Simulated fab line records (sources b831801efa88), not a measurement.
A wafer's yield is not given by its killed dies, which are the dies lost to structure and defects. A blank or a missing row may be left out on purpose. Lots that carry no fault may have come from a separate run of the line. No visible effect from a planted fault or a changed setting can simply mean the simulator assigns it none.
Which tool did it? ; flow sky130 ; 6 lots (18 wafers sampled), 1 step of a 708-step route

## WHAT EACH GAUGE READ, for each wafer
SKY_SD_N_TW_MEAS_12.
lot;measured;on;SD_N_TW
L940;day 30 05:08;film-metro-03;3937 3951 3952
L945;day 32 02:44;film-metro-04;3913 3946 3925
L947;day 32 18:34;film-metro-03;3955 3964 3950
L949;day 33 05:07;film-metro-02;4017 4013 4003
L953;day 34 05:49;film-metro-04;3966 3959 3982
L956;day 35 09:27;film-metro-03;3936 3933 3924

## WHICH TOOL RAN EACH LOT (tool, then ch and the chambers of the sampled wafers, then the start)
There is no process step in the record ahead of these readings.

## THE ANSWER, worked out from the rows above alone
Rule: what is usual is taken from the lots themselves. Put in order of their means at a reading, lots are off if they are a third of the lots or fewer, leave a main group of 4 or more, and stand apart from it by a gap of 3 or more times the standard deviation of the main group's means; of several such gaps the widest counts. Not used: any main group whose means are identical at the precision the tables above print for the reading. Also off: a lot with no number at a reading for which 4 or more lots have one. All remaining lots with rows at the step are treated as sound.
Across all readings shown, no lot is off: no conclusion can be drawn from this.

## WHAT THE SIMULATOR HAD INSERTED
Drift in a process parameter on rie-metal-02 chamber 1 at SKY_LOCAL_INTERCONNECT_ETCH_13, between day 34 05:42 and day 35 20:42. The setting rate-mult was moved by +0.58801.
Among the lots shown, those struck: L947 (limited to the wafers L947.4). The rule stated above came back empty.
